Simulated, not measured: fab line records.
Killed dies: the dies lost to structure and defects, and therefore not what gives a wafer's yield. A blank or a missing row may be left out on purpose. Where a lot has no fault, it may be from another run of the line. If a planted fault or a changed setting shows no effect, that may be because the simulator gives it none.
Chamber matching + flow sky130 + SKY_PASSIVATION_CVD_00 on pecvd-02 has 3 sister chambers
The step deposits SiO2, target thk 90 nm. 3 wafers are shown with their chamber, then 7 later ones without.

WAFERS, EACH WITH ITS CHAMBER
| wafer  | chamber | heaterPowerW (W) |
|--------|---------|------------------|
| L083.5 | 1       | 822              |
| L086.1 | 0       | 668              |
| L086.4 | 2       | 794              |

WAFERS WHOSE CHAMBER IS MISSING
| wafer  | heaterPowerW (W) |
|--------|------------------|
| L086.5 | 823              |
| L089.2 | 839              |
| L089.3 | 720              |
| L089.4 | 754              |
| L092.1 | 677              |
| L092.4 | 670              |
| L092.5 | 679              |

CHAMBER TAKEN BY EACH
| wafer  | from the rows above          | in truth                   |
|--------|------------------------------|----------------------------|
| L086.5 | can't be placed: 1 or 2      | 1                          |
| L089.2 | can't be placed: 1 or 2      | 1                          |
| L089.3 | can't be placed: 0 or 2 or 1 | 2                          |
| L089.4 | can't be placed: 2 or 1 or 0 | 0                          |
| L092.1 | 0                            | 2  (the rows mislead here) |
| L092.4 | 0                            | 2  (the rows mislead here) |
| L092.5 | 0                            | 0                          |
1 of 7 placed correctly. These rows do not allow placing 4 (true chamber among the candidates in 4). Wrongly placed: 2.
How it was worked out, from the rows above alone: a wafer's distance from a chamber is the root of the sum, over the readings, of the square of ((its reading less the chamber's mean) divided by the reading's scatter). If the next closest chamber is less than 2 further off than the closest, the wafer can't be placed; otherwise it belongs to the closest. For every chamber, the mean is computed from those of its wafers that are shown. The scatter: root of mean squared gap, hidden wafer to nearest shown wafer, with one shown wafer a chamber.
